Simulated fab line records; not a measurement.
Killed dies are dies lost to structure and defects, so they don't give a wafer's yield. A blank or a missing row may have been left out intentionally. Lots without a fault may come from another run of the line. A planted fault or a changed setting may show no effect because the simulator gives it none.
Split-lot experiment ; flow sky130 ; 23 wafers read from 5 lots, route of 708 steps

THE SPLIT ITSELF
At SKY_POLY_GATE_EXPOSE_10 (exposes mask P1M, target cd 150 nm), the setting dose mj was moved away from the recipe's 28 on 9 of the 23 wafers read, by -6.9% to +5.2%. All remaining wafers had this setting at the recipe value.

FROM THE SPLIT TO THE READING: what the file shows between them, 8 steps
- SKY_POLY_GATE_PEB_11
- SKY_POLY_GATE_DEVELOP_12: develop time 58.51 s
- SKY_POLY_GATE_CD_MEAS_13: target cd 150 nm
- SKY_POLY_GATE_ETCH_15: etches BARC in N2/H2, stops on SiO2, time 118.5 s, target depth 110 nm (also split here: source w)
- SKY_POLY_GATE_ETCH_16: etches Si3N4 in CH3F/O2, stops on poly-Si, time 147.5 s, target depth 75 nm
- SKY_POLY_GATE_ETCH_17: etches poly-Si in HBr/Cl2, stops on SiO2, target depth 180 nm, time 70.5 s
- SKY_POLY_GATE_STRIP_18: strips in O2/N2
- SKY_POLY_GATE_OXIDATION_20: stabilise 600 s, purge 300 s, target thk 4 nm

THE READING
cd nm, in nm, at SKY_POLY_GATE_CD_MEAS_22. On this fab line, fault-free wafers typically give 149.0 nm with a standard deviation of 2.1 nm.

wafer;tool, chamber at the split;dose mj as run;against the recipe;cd nm, nm;against lot-mates on the recipe
L074.1;krf scanner-02, 0;28;recipe;152.5;-
L074.2;krf scanner-02, 0;29.17;+4.2%;145.5;-5.8
L074.3;krf scanner-02, 0;28;recipe;150.1;-
L074.4;krf scanner-02, 0;29.17;+4.2%;142.3;-9.0
L074.5;krf scanner-02, 0;29.17;+4.2%;143.3;-8.0
L075.1;krf scanner-01, 0;28;recipe;149.4;-
L075.4;krf scanner-01, 0;28;recipe;149.0;-
L075.5;krf scanner-01, 0;28;recipe;147.5;-
L077.1;krf scanner-01, 0;29.45;+5.2%;138.5;-10.5
L077.2;krf scanner-01, 0;28;recipe;148.7;-
L077.4;krf scanner-01, 0;28;recipe;149.1;-
L077.5;krf scanner-01, 0;28;recipe;149.1;-
L077.6;krf scanner-01, 0;29.45;+5.2%;140.9;-8.1
L080.2;krf scanner-02, 0;26.08;-6.9%;156.6;+10.8
L080.3;krf scanner-02, 0;26.08;-6.9%;159.0;+13.2
L080.4;krf scanner-02, 0;28;recipe;146.3;-
L080.5;krf scanner-02, 0;28;recipe;144.0;-
L080.6;krf scanner-02, 0;28;recipe;147.2;-
L084.1;krf scanner-02, 0;27.15;-3.0%;158.1;+8.3
L084.2;krf scanner-02, 0;28;recipe;147.1;-
L084.3;krf scanner-02, 0;27.15;-3.0%;156.0;+6.2
L084.5;krf scanner-02, 0;28;recipe;155.9;-
L084.6;krf scanner-02, 0;28;recipe;146.3;-

THE FIT
A straight line over all 23 wafers: cd nm changes by -1.52 nm for each +1% of dose mj; r = -0.87; the points scatter about the line by 2.8 nm.
The same after taking each lot's own level away (the mean of its wafers on the recipe; 23 wafers): -1.83 nm for each +1%; r = -0.95; scatter 2 nm.
On that fit, the largest move of dose mj shifts the reading by 13 nm.
Across the lots, their own levels run from 145.83 to 151.30 nm, a range of 2.6 times the standard deviation given above.
So the slope is not independent of the lot-to-lot level: the two fits are not the same.
Check: for one of the wafers moved furthest among these (-6.9%), held out of the fit, the line's prediction against its lot-mates is +13.4 nm. It came out at +10.8 nm against them.

ADDITIONAL SPLITS CARRIED BY THESE WAFERS
Other splits were also applied to these wafers ahead of the reading. Each is held against what the fit with the lots' levels taken away leaves over:
other split on the same wafers;wafers away from the commonest value;r with cd nm (lot level and that fit taken away)
SKY_GATE_OXIDE_IMPLANT_11 energy kev;2;+0.22
SKY_POLY_GATE_ETCH_15 source w;8;-0.43

THE WHOLE CHAIN: every reading that the file lists as answering this split, in the file's order
step;what it does;reading;change (the file's fit);r (the file's)
SKY_POLY_GATE_DEVELOP_12;develop time 58.51 s;POLY_GATE.cd nm (the simulator's own value, which no gauge read);-1.7 nm for each +1% of the setting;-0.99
SKY_POLY_GATE_CD_MEAS_13;target cd 150 nm;cd nm;-1.71 nm for each +1% of the setting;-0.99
SKY_POLY_GATE_ETCH_15;etches BARC in N2/H2, stops on SiO2, time 118.5 s, target depth 110 nm;POLY_GATE.cd nm (the simulator's own value, which no gauge read);-1.83 nm for each +1% of the setting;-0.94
SKY_POLY_GATE_CD_MEAS_22;;cd nm;-1.83 nm for each +1% of the setting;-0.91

FILE'S OWN FIT
cd nm changes by -1.83 nm for each +1% of dose mj, r = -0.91.
